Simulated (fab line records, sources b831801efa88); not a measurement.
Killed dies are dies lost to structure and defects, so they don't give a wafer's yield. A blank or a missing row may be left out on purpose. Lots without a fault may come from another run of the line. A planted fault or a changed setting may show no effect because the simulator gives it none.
fab line records | flow gf180mcu | part 1 of 2: steps 1 to 32 of 41
record lots=5 wafers=15 last_day=33
route steps=602 shown HV_LDD@192
lots that met no fault: from a run of the same line without faults
start_h: hours from the record's first day to the start of the lot's first wafer shown | wait_h: hours since the lot's step before | " the same as in the row above | L1.1+2: a row that stands for several wafers | - no value, or no start given | * or withheld: withheld | < > ~ a bound
route shown NAME@n: a module of which the file shows steps, and the number in the route of the first | usual: mean/standard deviation of fault-free wafers | same: alike in all rows | chamber/n: place in a boat | sites: the reading at each site | _std_site: their standard deviation | _edge_site: outer sites' mean less inner sites' | radius_mm: how far each site lies from the wafer's centre | mask NAME#n: copy n | behind: the tool/chamber that last shaped the wafer | hold: why the lot was held/for how many hours/how that ended | device: the transistor (n, p or np) that didn't switch | end of line: the same wafers' tests at the end of the route | a step without rows: its recipe alone | killed: dies lost to structure and defects at the first sort, not the wafer's yield | map: a wafer's dies, x killed, . not, _ none there
set.NAME: the setting as run; set.NAME@STEP: as run at that earlier step | model.NAME: the simulator's own value behind a step, which no gauge read
lots at some steps of the route; a table a step, a row a wafer
services: from which hour (start_h, from the record's first day; less than 0 if before it) a tool's chamber was out of use, for how many hours, and why
## steps
# step GF_HV_LDD_EXPOSE_16
# recipe mask_id=Pplus_LV_AREA target_cd_nm=400 na=0.6 source_shape=conventional sigma_outer=0.6 dose_mj=140
# columns lot.wafer tool chamber start_h wait_h mask
L078.1+3+5 iline_stepper-01 0 - - Pplus_LV_AREA#0
L082.1+4+6 iline_stepper-01 0 - - Pplus_LV_AREA#0
L083.2+3+6 iline_stepper-02 0 - - Pplus_LV_AREA#0
L084.2+4+5 iline_stepper-01 0 - - Pplus_LV_AREA#0
L089.2+3+5 iline_stepper-02 0 - - Pplus_LV_AREA#0
# step GF_HV_LDD_PEB_17
# recipe temp_c=withheld time_s=* resist=NOVOLAK
# columns lot.wafer tool chamber start_h wait_h
L078.1+3+5 litho_track-04 0 - -
L082.1+4+6 litho_track-01 0 - -
L083.2+3+6 litho_track-03 0 - -
L084.2+4+5 litho_track-03 0 - -
L089.2+3+5 litho_track-01 0 - -
# step GF_HV_LDD_DEVELOP_18
# recipe develop_time_s=60 dev_temp_c=23
# columns lot.wafer tool chamber start_h wait_h
L078.1+3+5 litho_track-04 0 264.00 0.1
L082.1+4+6 litho_track-01 0 303.65 0.1
L083.2+3+6 litho_track-03 0 303.89 0.1
L084.2+4+5 litho_track-03 0 309.59 0.1
L089.2+3+5 litho_track-01 0 352.08 0.1
# step GF_HV_LDD_CD_MEAS_19
# recipe target_cd_nm=400
# usual cd_nm=399.8/2.2
# columns lot.wafer tool chamber start_h wait_h cd_nm
L078.1 cd_sem-01 - 264.15 0.1 395.7
L078.3 " - " " 396.3
L078.5 " - " " 397.7
L082.1 cd_sem-01 - 303.80 0.1 404.1
L082.4 " - " " 406.2
L082.6 " - " " 406.5
L083.2 cd_sem-01 - 304.09 0.2 396.9
L083.3 " - " " 396.7
L083.6 " - " " 397.0
L084.2 cd_sem-01 - 309.74 0.1 400.3
L084.4 " - " " 400.3
L084.5 " - " " 400.1
L089.2 cd_sem-02 - 352.22 0.1 397.8
L089.3 " - " " 398.4
L089.5 " - " " 397.6
# step GF_HV_LDD_OVL_MEAS_20
# usual HV_LDD_01_OVL=-0.4/1.3
# columns lot.wafer tool chamber start_h wait_h HV_LDD_01_OVL[nm]
L078.1 overlay-01 - 264.27 0.1 1.0
L078.3 " - " " 0.0
L078.5 " - " " 0.8
L082.1 overlay-01 - 303.92 0.1 -2.1
L082.4 " - " " -3.2
L082.6 " - " " -2.4
L083.2 overlay-01 - 304.20 0.1 1.5
L083.3 " - " " 3.2
L083.6 " - " " 0.1
L084.2 overlay-01 - 309.84 0.1 -2.6
L084.4 " - " " -0.7
L084.5 " - " " 0.1
L089.2 overlay-01 - 352.33 0.1 -2.3
L089.3 " - " " -2.4
L089.5 " - " " -0.9
# step GF_HV_LDD_IMPLANT_21
# recipe species=BF2 energy_kev=25 dose_cm2=5e+13 tilt_deg=7
# usual beam_on_s=10.01/0.2
# columns lot.wafer tool chamber start_h wait_h beam_on_s
L078.1 implanter-03 0 264.31 0.0 9.90
L078.3 " 0 " " 9.92
L078.5 " 0 " " 10.26
L082.1 implanter-01 0 303.96 0.0 9.90
L082.4 " 0 " " 10.07
L082.6 " 0 " " 9.89
L083.2 implanter-04 0 304.25 0.0 9.69
L083.3 " 0 " " 10.07
L083.6 " 0 " " 10.15
L084.2 implanter-04 0 309.90 0.0 10.22
L084.4 " 0 " " 10.38
L084.5 " 0 " " 10.05
L089.2 implanter-01 0 352.38 0.0 9.89
L089.3 " 0 " " 9.94
L089.5 " 0 " " 10.35
# step GF_HV_LDD_STRIP_22
# recipe chemistry=O2/N2 power_w=1400 pressure_mtorr=1500 platen_temp_c=250 o2_flow_sccm=3000 n2_flow_sccm=300 overash_fraction=0.5
# usual drypump_motor_current_A=6.1/0.39 heater_power_w=337/42 oes_product_au=0.716/0.0046 platen_temp_c=250.03/0.19 strip_time_to_endpoint_s=12.63/0.035
# columns lot.wafer tool chamber start_h wait_h drypump_motor_current_A heater_power_w oes_product_au platen_temp_c rf_hours_counter_h strip_time_to_endpoint_s
L078.1 plasma_asher-04 0 264.46 0.1 6.2 320 0.722 249.96 48 12.70
L078.3 " 1 " " 6.5 364 0.723 250.23 - 12.72
L078.5 " 1 " " 6.5 365 0.718 250.04 - 12.69
L082.1 plasma_asher-01 0 304.11 0.1 6.2 382 0.708 249.89 58 12.62
L082.4 " 0 " " 6.2 388 0.716 249.97 - 12.64
L082.6 " 1 " " 5.9 276 0.719 249.96 - 12.62
L083.2 plasma_asher-01 1 304.38 0.1 5.9 283 0.716 249.80 59 12.64
L083.3 " 1 " " 5.9 284 0.710 250.19 - 12.67
L083.6 " 0 " " 6.2 386 0.704 249.82 - 12.62
L084.2 plasma_asher-01 0 310.02 0.1 6.2 392 0.711 250.04 59 12.59
L084.4 " 1 " " 5.9 283 0.714 249.85 - 12.58
L084.5 " 0 " " 6.2 397 0.720 250.39 - 12.57
L089.2 plasma_asher-04 0 352.51 0.1 6.2 328 0.718 250.11 58 12.59
L089.3 " 0 " " 6.3 311 0.713 250.13 - 12.60
L089.5 " 1 " " 6.5 365 0.720 249.94 - 12.61
# step GF_HV_LDD_TW_MEAS_23
# usual HV_LDD_2_TW=1050/9.7
# columns lot.wafer tool chamber start_h wait_h HV_LDD_2_TW
L078.1 film_metro-04 - 264.56 0.1 1055
L078.3 " - " " 1055
L078.5 " - " " 1056
L082.1 film_metro-04 - 304.21 0.1 1057
L082.4 " - " " 1051
L082.6 " - " " 1052
L083.2 film_metro-01 - 304.49 0.1 1057
L083.3 " - " " 1058
L083.6 " - " " 1059
L084.2 film_metro-02 - 310.13 0.1 1044
L084.4 " - " " 1033
L084.5 " - " " 1036
L089.2 film_metro-01 - 352.62 0.1 1059
L089.3 " - " " 1056
L089.5 " - " " 1051
# step GF_HV_LDD_DEHYDRATE_24
# recipe temp_c=200 time_s=60
# columns lot.wafer tool chamber start_h wait_h
L078.1+3+5 litho_track-03 0 271.92 7.3
L082.1+4+6 litho_track-01 0 314.10 9.9
L083.2+3+6 litho_track-01 0 314.73 10.2
L084.2+4+5 litho_track-01 0 320.68 10.5
L089.2+3+5 litho_track-01 0 363.78 11.1
# step GF_HV_LDD_HMDS_25
# recipe prime_time_s=60 prime_temp_c=120
# columns lot.wafer tool chamber start_h wait_h
L078.1+3+5 litho_track-03 0 272.07 0.1
L082.1+4+6 litho_track-01 0 314.25 0.1
L083.2+3+6 litho_track-01 0 314.88 0.1
L084.2+4+5 litho_track-01 0 320.83 0.1
L089.2+3+5 litho_track-01 0 363.93 0.1
# step GF_HV_LDD_COAT_26
# recipe resist=NOVOLAK spin_rpm=3000 resist_thk_nm=1000
# usual dispense_pressure_kPa=52.5/1.5
# columns lot.wafer tool chamber start_h wait_h dispense_pressure_kPa
L078.1 litho_track-03 0 272.22 0.1 54.9
L078.3 " 0 " " 54.9
L078.5 " 0 " " 54.8
L082.1 litho_track-01 0 314.40 0.1 51.4
L082.4 " 0 " " 51.4
L082.6 " 0 " " 51.4
L083.2 litho_track-01 0 315.03 0.1 51.3
L083.3 " 0 " " 51.3
L083.6 " 0 " " 51.4
L084.2 litho_track-01 0 320.98 0.1 51.4
L084.4 " 0 " " 51.4
L084.5 " 0 " " 51.4
L089.2 litho_track-01 0 364.08 0.1 51.4
L089.3 " 0 " " 51.4
L089.5 " 0 " " 51.4
# step GF_HV_LDD_SOFTBAKE_27
# recipe temp_c=90 time_s=60 resist=NOVOLAK
# columns lot.wafer tool chamber start_h wait_h
L078.1+3+5 litho_track-03 0 272.37 0.1
L082.1+4+6 litho_track-01 0 314.55 0.1
L083.2+3+6 litho_track-01 0 315.18 0.1
L084.2+4+5 litho_track-01 0 321.13 0.1
L089.2+3+5 litho_track-01 0 364.23 0.1
# step GF_HV_LDD_EXPOSE_28
# recipe mask_id=Nplus_HV_AREA target_cd_nm=400 na=0.6 source_shape=conventional sigma_outer=0.6 dose_mj=140
# columns lot.wafer tool chamber start_h wait_h mask
L078.1+3+5 iline_stepper-02 0 - - Nplus_HV_AREA#0
L082.1+4+6 iline_stepper-01 0 - - Nplus_HV_AREA#0
L083.2+3+6 iline_stepper-01 0 - - Nplus_HV_AREA#0
L084.2+4+5 iline_stepper-02 0 - - Nplus_HV_AREA#0
L089.2+3+5 iline_stepper-02 0 - - Nplus_HV_AREA#0
# step GF_HV_LDD_PEB_29
# recipe temp_c=withheld time_s=* resist=NOVOLAK
# columns lot.wafer tool chamber start_h wait_h
L078.1+3+5 litho_track-03 0 - -
L082.1+4+6 litho_track-04 0 - -
L083.2+3+6 litho_track-04 0 - -
L084.2+4+5 litho_track-04 0 - -
L089.2+3+5 litho_track-04 0 - -
# step GF_HV_LDD_DEVELOP_30
# recipe develop_time_s=60 dev_temp_c=23
# columns lot.wafer tool chamber start_h wait_h
L078.1+3+5 litho_track-03 0 281.52 0.1
L082.1+4+6 litho_track-04 0 324.70 0.1
L083.2+3+6 litho_track-04 0 325.03 0.1
L084.2+4+5 litho_track-04 0 330.88 0.1
L089.2+3+5 litho_track-04 0 374.93 0.1
# step GF_HV_LDD_CD_MEAS_31
# recipe target_cd_nm=400
# usual cd_nm=400.3/2.3
# columns lot.wafer tool chamber start_h wait_h cd_nm
L078.1 cd_sem-01 - 281.67 0.1 398.1
L078.3 " - " " 397.4
L078.5 " - " " 399.1
L082.1 cd_sem-01 - 324.92 0.2 402.1
L082.4 " - " " 402.2
L082.6 " - " " 402.8
L083.2 cd_sem-01 - 325.18 0.1 396.9
L083.3 " - " " 398.4
L083.6 " - " " 399.2
L084.2 cd_sem-01 - 331.02 0.1 396.5
L084.4 " - " " 395.5
L084.5 " - " " 396.2
L089.2 cd_sem-01 - 375.07 0.1 401.1
L089.3 " - " " 401.0
L089.5 " - " " 401.6
# step GF_HV_LDD_OVL_MEAS_32
# usual HV_LDD_02_OVL=-0.2/1.5
# columns lot.wafer tool chamber start_h wait_h HV_LDD_02_OVL[nm]
L078.1 overlay-02 - 281.79 0.1 -2.2
L078.3 " - " " -3.1
L078.5 " - " " -0.9
L082.1 overlay-01 - 325.04 0.1 0.6
L082.4 " - " " -0.5
L082.6 " - " " -0.3
L083.2 overlay-01 - 325.29 0.1 -0.9
L083.3 " - " " 2.5
L083.6 " - " " 1.7
L084.2 overlay-02 - 331.13 0.1 0.1
L084.4 " - " " 1.2
L084.5 " - " " -1.5
L089.2 overlay-01 - 375.18 0.1 0.1
L089.3 " - " " -0.4
L089.5 " - " " -0.5
# step GF_HV_LDD_IMPLANT_33
# recipe species=P energy_kev=60 dose_cm2=7.5e+12 tilt_deg=30 rotation_deg=0
# usual beam_on_s=10.00/0.2
# columns lot.wafer tool chamber start_h wait_h beam_on_s
L078.1 implanter-03 0 281.82 0.0 9.56
L078.3 " 0 " " 10.00
L078.5 " 0 " " 9.92
L082.1 implanter-03 0 325.08 0.0 9.77
L082.4 " 0 " " 9.82
L082.6 " 0 " " 10.20
L083.2 implanter-01 0 325.34 0.0 9.82
L083.3 " 0 " " 10.03
L083.6 " 0 " " 10.29
L084.2 implanter-03 0 331.18 0.0 10.01
L084.4 " 0 " " 10.12
L084.5 " 0 " " 10.25
L089.2 implanter-03 0 375.23 0.0 9.99
L089.3 " 0 " " 10.03
L089.5 " 0 " " 9.63
# step GF_HV_LDD_IMPLANT_34
# recipe species=P energy_kev=60 dose_cm2=7.5e+12 tilt_deg=30 rotation_deg=90
# usual beam_on_s=9.98/0.19
# columns lot.wafer tool chamber start_h wait_h beam_on_s
L078.1 implanter-03 0 281.97 0.1 9.83
L078.3 " 0 " " 9.53
L078.5 " 0 " " 10.02
L082.1 implanter-03 0 325.23 0.1 10.18
L082.4 " 0 " " 9.95
L082.6 " 0 " " 9.85
L083.2 implanter-01 0 325.49 0.1 9.94
L083.3 " 0 " " 9.58
L083.6 " 0 " " 10.11
L084.2 implanter-03 0 331.33 0.1 10.05
L084.4 " 0 " " 10.27
L084.5 " 0 " " 9.97
L089.2 implanter-03 0 375.38 0.1 10.13
L089.3 " 0 " " 10.33
L089.5 " 0 " " 10.19
# step GF_HV_LDD_IMPLANT_35
# recipe species=P energy_kev=60 dose_cm2=7.5e+12 tilt_deg=30 rotation_deg=180
# usual beam_on_s=9.98/0.22
# columns lot.wafer tool chamber start_h wait_h beam_on_s
L078.1 implanter-03 0 282.12 0.1 10.13
L078.3 " 0 " " 10.22
L078.5 " 0 " " 10.22
L082.1 implanter-03 0 325.38 0.1 10.11
L082.4 " 0 " " 9.98
L082.6 " 0 " " 9.99
L083.2 implanter-01 0 325.64 0.1 9.79
L083.3 " 0 " " 9.67
L083.6 " 0 " " 9.82
L084.2 implanter-03 0 331.48 0.1 9.82
L084.4 " 0 " " 10.26
L084.5 " 0 " " 9.86
L089.2 implanter-03 0 375.53 0.1 9.55
L089.3 " 0 " " 9.66
L089.5 " 0 " " 9.96
# step GF_HV_LDD_IMPLANT_36
# recipe species=P energy_kev=60 dose_cm2=7.5e+12 tilt_deg=30 rotation_deg=270
# usual beam_on_s=10.01/0.21
# columns lot.wafer tool chamber start_h wait_h beam_on_s
L078.1 implanter-03 0 282.27 0.1 9.68
L078.3 " 0 " " 10.02
L078.5 " 0 " " 10.39
L082.1 implanter-03 0 325.53 0.1 10.43
L082.4 " 0 " " 10.17
L082.6 " 0 " " 9.78
L083.2 implanter-01 0 325.79 0.1 10.15
L083.3 " 0 " " 9.90
L083.6 " 0 " " 9.89
L084.2 implanter-03 0 331.63 0.1 9.81
L084.4 " 0 " " 10.08
L084.5 " 0 " " 9.89
L089.2 implanter-03 0 375.68 0.1 9.84
L089.3 " 0 " " 9.76
L089.5 " 0 " " 10.42
# step GF_HV_LDD_STRIP_37
# recipe chemistry=O2/N2 power_w=1400 pressure_mtorr=1500 platen_temp_c=250 o2_flow_sccm=3000 n2_flow_sccm=300 overash_fraction=0.5
# usual drypump_motor_current_A=6.0/0.46 heater_power_w=337/42 oes_product_au=0.715/0.0048 platen_temp_c=250.04/0.18 strip_time_to_endpoint_s=12.63/0.037
# columns lot.wafer tool chamber start_h wait_h drypump_motor_current_A heater_power_w oes_product_au platen_temp_c rf_hours_counter_h strip_time_to_endpoint_s
L078.1 plasma_asher-03 0 282.42 0.1 6.0 286 0.708 249.79 69 12.66
L078.3 " 0 " " 6.0 285 0.715 250.01 - 12.66
L078.5 " 0 " " 6.0 284 0.711 249.94 - 12.63
L082.1 plasma_asher-04 1 325.68 0.1 6.5 364 0.723 249.81 55 12.66
L082.4 " 0 " " 6.3 316 0.715 250.03 - 12.63
L082.6 " 0 " " 6.2 324 0.707 249.97 - 12.65
L083.2 plasma_asher-03 1 325.92 0.1 5.0 377 0.711 249.82 74 12.63
L083.3 " 0 " " 6.0 289 0.719 249.82 - 12.58
L083.6 " 1 " " 5.0 377 0.714 249.84 - 12.61
L084.2 plasma_asher-01 0 331.76 0.1 6.2 391 0.714 250.22 61 12.67
L084.4 " 0 " " 6.2 397 0.721 250.32 - 12.64
L084.5 " 0 " " 6.3 383 0.718 249.99 - 12.67
L089.2 plasma_asher-03 1 375.81 0.1 5.0 381 0.717 249.57 79 12.65
L089.3 " 0 " " 6.1 292 0.716 250.20 - 12.61
L089.5 " 1 " " 5.0 372 0.716 250.16 - 12.61
# step GF_HV_LDD_TW_MEAS_38
# usual HV_LDD_3_TW=1427/14
# columns lot.wafer tool chamber start_h wait_h HV_LDD_3_TW
L078.1 film_metro-02 - 282.66 0.2 1411
L078.3 " - " " 1411
L078.5 " - " " 1403
L082.1 film_metro-01 - 325.78 0.1 1441
L082.4 " - " " 1444
L082.6 " - " " 1445
L083.2 film_metro-02 - 326.03 0.1 1415
L083.3 " - " " 1409
L083.6 " - " " 1413
L084.2 film_metro-01 - 331.87 0.1 1447
L084.4 " - " " 1452
L084.5 " - " " 1440
L089.2 film_metro-02 - 375.92 0.1 1411
L089.3 " - " " 1421
L089.5 " - " " 1415
# step GF_HV_LDD_DEHYDRATE_39
# recipe temp_c=200 time_s=60
# columns lot.wafer tool chamber start_h wait_h
L078.1+3+5 litho_track-01 0 292.10 9.4
L082.1+4+6 litho_track-03 0 335.42 9.6
L083.2+3+6 litho_track-01 0 336.28 10.2
L084.2+4+5 litho_track-03 0 342.94 11.1
L089.2+3+5 litho_track-01 0 387.38 11.4
# step GF_HV_LDD_HMDS_40
# recipe prime_time_s=60 prime_temp_c=120
# columns lot.wafer tool chamber start_h wait_h
L078.1+3+5 litho_track-01 0 292.25 0.1
L082.1+4+6 litho_track-03 0 335.57 0.1
L083.2+3+6 litho_track-01 0 336.43 0.1
L084.2+4+5 litho_track-03 0 343.09 0.1
L089.2+3+5 litho_track-01 0 387.53 0.1
# step GF_HV_LDD_COAT_41
# recipe resist=NOVOLAK spin_rpm=3000 resist_thk_nm=1000
# usual dispense_pressure_kPa=52.9/1.5
# columns lot.wafer tool chamber start_h wait_h dispense_pressure_kPa
L078.1 litho_track-01 0 292.40 0.1 51.5
L078.3 " 0 " " 51.5
L078.5 " 0 " " 51.5
L082.1 litho_track-03 0 335.72 0.1 54.8
L082.4 " 0 " " 54.8
L082.6 " 0 " " 54.8
L083.2 litho_track-01 0 336.58 0.1 51.4
L083.3 " 0 " " 51.4
L083.6 " 0 " " 51.4
L084.2 litho_track-03 0 343.24 0.1 54.9
L084.4 " 0 " " 54.8
L084.5 " 0 " " 54.8
L089.2 litho_track-01 0 387.68 0.1 51.4
L089.3 " 0 " " 51.4
L089.5 " 0 " " 51.5
# step GF_HV_LDD_SOFTBAKE_42
# recipe temp_c=90 time_s=60 resist=NOVOLAK
# columns lot.wafer tool chamber start_h wait_h
L078.1+3+5 litho_track-01 0 292.55 0.1
L082.1+4+6 litho_track-03 0 335.87 0.1
L083.2+3+6 litho_track-01 0 336.73 0.1
L084.2+4+5 litho_track-03 0 343.39 0.1
L089.2+3+5 litho_track-01 0 387.83 0.1
# step GF_HV_LDD_EXPOSE_43
# recipe mask_id=Pplus_HV_AREA target_cd_nm=400 na=0.6 source_shape=conventional sigma_outer=0.6 dose_mj=140
# columns lot.wafer tool chamber start_h wait_h mask
L078.1+3+5 iline_stepper-01 0 - - Pplus_HV_AREA#0
L082.1+4+6 iline_stepper-02 0 - - Pplus_HV_AREA#0
L083.2+3+6 iline_stepper-02 0 - - Pplus_HV_AREA#0
L084.2+4+5 iline_stepper-02 0 - - Pplus_HV_AREA#0
L089.2+3+5 iline_stepper-01 0 - - Pplus_HV_AREA#0
# step GF_HV_LDD_PEB_44
# recipe temp_c=withheld time_s=* resist=NOVOLAK
# columns lot.wafer tool chamber start_h wait_h
L078.1+3+5 litho_track-04 0 - -
L082.1+4+6 litho_track-04 0 - -
L083.2+3+6 litho_track-01 0 - -
L084.2+4+5 litho_track-01 0 - -
L089.2+3+5 litho_track-01 0 - -
# step GF_HV_LDD_DEVELOP_45
# recipe develop_time_s=60 dev_temp_c=22.26
# columns lot.wafer tool chamber start_h wait_h
L078.1+3+5 litho_track-04 0 302.20 0.1
L082.1+4+6 litho_track-04 0 346.55 0.1
L083.2+3+6 litho_track-01 0 346.88 0.1
L084.2+4+5 litho_track-01 0 353.83 0.1
L089.2+3+5 litho_track-01 0 398.58 0.1
# step GF_HV_LDD_CD_MEAS_46
# recipe target_cd_nm=400
# usual cd_nm=402.1/1.8
# columns lot.wafer tool chamber start_h wait_h cd_nm
L078.1 cd_sem-01 - 302.42 0.2 398.8
L078.3 " - " " 401.8
L078.5 " - " " 401.5
L082.1 cd_sem-01 - 346.70 0.1 398.8
L082.4 " - " " 404.0
L082.6 " - " " 400.2
L083.2 cd_sem-01 - 347.02 0.1 403.9
L083.3 " - " " 402.9
L083.6 " - " " 404.2
L084.2 cd_sem-02 - 353.97 0.1 403.9
L084.4 " - " " 401.6
L084.5 " - " " 405.2
L089.2 cd_sem-02 - 398.72 0.1 403.2
L089.3 " - " " 403.7
L089.5 " - " " 402.4
# step GF_HV_LDD_OVL_MEAS_47
# usual HV_LDD_03_OVL=-0.2/1.5
# columns lot.wafer tool chamber start_h wait_h HV_LDD_03_OVL[nm]
L078.1 overlay-02 - 302.54 0.1 0.9
L078.3 " - " " 1.5
L078.5 " - " " 1.1
L082.1 overlay-01 - 346.82 0.1 -0.2
L082.4 " - " " 1.4
L082.6 " - " " -0.8
L083.2 overlay-01 - 347.13 0.1 0.1
L083.3 " - " " -1.4
L083.6 " - " " 2.4
L084.2 overlay-02 - 354.08 0.1 -3.5
L084.4 " - " " -1.1
L084.5 " - " " -1.0
L089.2 overlay-02 - 398.83 0.1 -0.3
L089.3 " - " " -0.6
L089.5 " - " " -0.3
